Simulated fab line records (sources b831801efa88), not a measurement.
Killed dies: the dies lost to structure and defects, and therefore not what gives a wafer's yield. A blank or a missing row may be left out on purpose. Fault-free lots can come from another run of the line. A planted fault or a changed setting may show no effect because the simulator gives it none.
Chamber matching || flow gf180mcu || rie diel-02 running GF_V4_ETCH_16: 4 sister chambers
The step etches BARC in N2/H2. 4 wafers are shown with their chamber, then 9 later ones without.

WAFERS PAIRED WITH THEIR CHAMBERS
{"wafer": "L089.1", "chamber": 2, "throttle valve pct (%)": 13.227}
{"wafer": "L091.2", "chamber": 3, "throttle valve pct (%)": 13.234}
{"wafer": "L091.3", "chamber": 0, "throttle valve pct (%)": 13.218}
{"wafer": "L091.4", "chamber": 1, "throttle valve pct (%)": 13.217}

WAFERS WHOSE CHAMBER IS MISSING
{"wafer": "L094.2", "throttle valve pct (%)": 13.236}
{"wafer": "L094.4", "throttle valve pct (%)": 13.225}
{"wafer": "L094.6", "throttle valve pct (%)": 13.234}
{"wafer": "L095.2", "throttle valve pct (%)": 13.236}
{"wafer": "L095.3", "throttle valve pct (%)": 13.223}
{"wafer": "L095.4", "throttle valve pct (%)": 13.226}
{"wafer": "L097.1", "throttle valve pct (%)": 13.227}
{"wafer": "L097.2", "throttle valve pct (%)": 13.226}
{"wafer": "L097.4", "throttle valve pct (%)": 13.235}

EACH ONE'S CHAMBER
{"wafer": "L094.2", "from the rows above": 3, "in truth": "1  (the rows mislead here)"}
{"wafer": "L094.4", "from the rows above": 2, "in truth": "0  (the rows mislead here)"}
{"wafer": "L094.6", "from the rows above": 3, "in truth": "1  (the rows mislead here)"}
{"wafer": "L095.2", "from the rows above": 3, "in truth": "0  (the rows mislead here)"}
{"wafer": "L095.3", "from the rows above": "can't be placed: 2 or 0 or 1", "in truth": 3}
{"wafer": "L095.4", "from the rows above": 2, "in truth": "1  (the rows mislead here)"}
{"wafer": "L097.1", "from the rows above": 2, "in truth": 2}
{"wafer": "L097.2", "from the rows above": 2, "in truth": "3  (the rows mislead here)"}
{"wafer": "L097.4", "from the rows above": 3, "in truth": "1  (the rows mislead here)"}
Placed correctly: 1 of 9. Cannot be placed on the basis of these rows: 1; the candidates contain the true chamber in 0. Number placed wrongly: 7.
How it was worked out, from the rows above alone: a wafer's distance from a chamber is the root of the sum, over the readings, of the square of ((its reading less the chamber's mean) divided by the reading's scatter). The wafer belongs to the nearest chamber; if the next one is less than 2 further off, it can't be placed. A chamber's mean is the mean of its shown wafers. The scatter (one wafer shown for each chamber): square how far every hidden wafer sits from the nearest shown wafer, average those squares and take the square root.
